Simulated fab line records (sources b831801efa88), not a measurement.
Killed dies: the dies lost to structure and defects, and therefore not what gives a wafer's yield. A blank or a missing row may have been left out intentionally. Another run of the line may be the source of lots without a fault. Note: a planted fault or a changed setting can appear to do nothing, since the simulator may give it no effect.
Matching of chambers || flow gf180mcu || cmp-01 running GF_CONTACT_CMP_27: 4 sister chambers
The step polishes, stops on SiO2, t overpolish 15 s, target thk 0 nm. 16 wafers are shown with their chamber, then 8 later ones without.

## EACH WAFER AND ITS CHAMBER
{"wafer": "L694.1", "chamber": 2, "motorCurrentA (A)": 13.1, "timeToEndpointS (s)": 69, "headPressurePsi (psi)": 3.495}
{"wafer": "L694.3", "chamber": 0, "motorCurrentA (A)": 11.7, "timeToEndpointS (s)": 68, "headPressurePsi (psi)": 3.500}
{"wafer": "L694.5", "chamber": 2, "motorCurrentA (A)": 12.1, "timeToEndpointS (s)": 67, "headPressurePsi (psi)": 3.501}
{"wafer": "L696.2", "chamber": 2, "motorCurrentA (A)": 12.9, "timeToEndpointS (s)": 65, "headPressurePsi (psi)": 3.508}
{"wafer": "L696.3", "chamber": 1, "motorCurrentA (A)": 11.9, "timeToEndpointS (s)": 71, "headPressurePsi (psi)": 3.497}
{"wafer": "L696.6", "chamber": 2, "motorCurrentA (A)": 12.2, "timeToEndpointS (s)": 68, "headPressurePsi (psi)": 3.511}
{"wafer": "L698.1", "chamber": 0, "motorCurrentA (A)": 12.4, "timeToEndpointS (s)": 71, "headPressurePsi (psi)": 3.513}
{"wafer": "L698.3", "chamber": 3, "motorCurrentA (A)": 13.1, "timeToEndpointS (s)": 75, "headPressurePsi (psi)": 3.497}
{"wafer": "L698.5", "chamber": 0, "motorCurrentA (A)": 11.3, "timeToEndpointS (s)": 72, "headPressurePsi (psi)": 3.502}
{"wafer": "L699.1", "chamber": 2, "motorCurrentA (A)": 13.1, "timeToEndpointS (s)": 63, "headPressurePsi (psi)": 3.504}
{"wafer": "L699.2", "chamber": 1, "motorCurrentA (A)": 11.9, "timeToEndpointS (s)": 74, "headPressurePsi (psi)": 3.495}
{"wafer": "L699.5", "chamber": 1, "motorCurrentA (A)": 11.7, "timeToEndpointS (s)": 72, "headPressurePsi (psi)": 3.489}
{"wafer": "L700.1", "chamber": 2, "motorCurrentA (A)": 12.5, "timeToEndpointS (s)": 67, "headPressurePsi (psi)": 3.504}
{"wafer": "L700.5", "chamber": 2, "motorCurrentA (A)": 12.6, "timeToEndpointS (s)": 68, "headPressurePsi (psi)": 3.505}
{"wafer": "L700.6", "chamber": 1, "motorCurrentA (A)": 12.5, "timeToEndpointS (s)": 72, "headPressurePsi (psi)": 3.506}
{"wafer": "L702.2", "chamber": 3, "motorCurrentA (A)": 13.5, "timeToEndpointS (s)": 72, "headPressurePsi (psi)": 3.496}

SIGNATURES (means of the wafers above)
{"reading": "motorCurrentA", "chamber 0": 11.800, "chamber 1": 12.000, "chamber 2": 12.643, "chamber 3": 13.300, "scatter within a chamber": 0.414}
{"reading": "timeToEndpointS", "chamber 0": 70.33, "chamber 1": 72.25, "chamber 2": 66.71, "chamber 3": 73.50, "scatter within a chamber": 1.9}
{"reading": "headPressurePsi", "chamber 0": 3.50500, "chamber 1": 3.49675, "chamber 2": 3.50400, "chamber 3": 3.49650, "scatter within a chamber": 0.0058}
Rule: for a wafer and a chamber, the distance is found by dividing, reading by reading, the gap between the wafer's reading and the chamber's mean by the reading's scatter, squaring, summing and taking the root. If the next closest chamber is less than 2 further off than the closest, the wafer can't be placed; otherwise it belongs to the closest. How the scatter is found: for the shown wafers, subtract from each reading the mean of its chamber, square and add these, divide the total by (wafers less chambers), then take the root.

## WAFERS WITHOUT THEIR CHAMBER
{"wafer": "L702.4", "motorCurrentA (A)": 11.1, "timeToEndpointS (s)": 74, "headPressurePsi (psi)": 3.486}
{"wafer": "L702.6", "motorCurrentA (A)": 13.1, "timeToEndpointS (s)": 71, "headPressurePsi (psi)": 3.490}
{"wafer": "L705.1", "motorCurrentA (A)": 11.0, "timeToEndpointS (s)": 75, "headPressurePsi (psi)": 3.502}
{"wafer": "L705.4", "motorCurrentA (A)": 11.3, "timeToEndpointS (s)": 71, "headPressurePsi (psi)": 3.510}
{"wafer": "L705.6", "motorCurrentA (A)": 12.9, "timeToEndpointS (s)": 76, "headPressurePsi (psi)": 3.502}
{"wafer": "L708.1", "motorCurrentA (A)": 12.0, "timeToEndpointS (s)": 72, "headPressurePsi (psi)": 3.495}
{"wafer": "L708.3", "motorCurrentA (A)": 12.7, "timeToEndpointS (s)": 74, "headPressurePsi (psi)": 3.489}
{"wafer": "L708.6", "motorCurrentA (A)": 11.5, "timeToEndpointS (s)": 75, "headPressurePsi (psi)": 3.486}

## WHICH CHAMBER EACH ONE RAN IN
{"wafer": "L702.4", "from the rows above": "can't be placed: 1 or 0", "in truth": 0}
{"wafer": "L702.6", "from the rows above": "can't be placed: 3 or 1 or 2", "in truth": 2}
{"wafer": "L705.1", "from the rows above": "can't be placed: 1 or 0", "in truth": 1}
{"wafer": "L705.4", "from the rows above": "can't be placed: 0 or 1", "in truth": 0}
{"wafer": "L705.6", "from the rows above": "can't be placed: 3 or 1", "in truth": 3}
{"wafer": "L708.1", "from the rows above": "can't be placed: 1 or 0", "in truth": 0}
{"wafer": "L708.3", "from the rows above": "can't be placed: 3 or 1", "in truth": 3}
{"wafer": "L708.6", "from the rows above": "can't be placed: 1 or 0", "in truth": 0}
Correct placement for 0 of the 8. Can't be placed from these rows: 8 (the true chamber is among the candidates in 8). Number placed wrongly: 0.
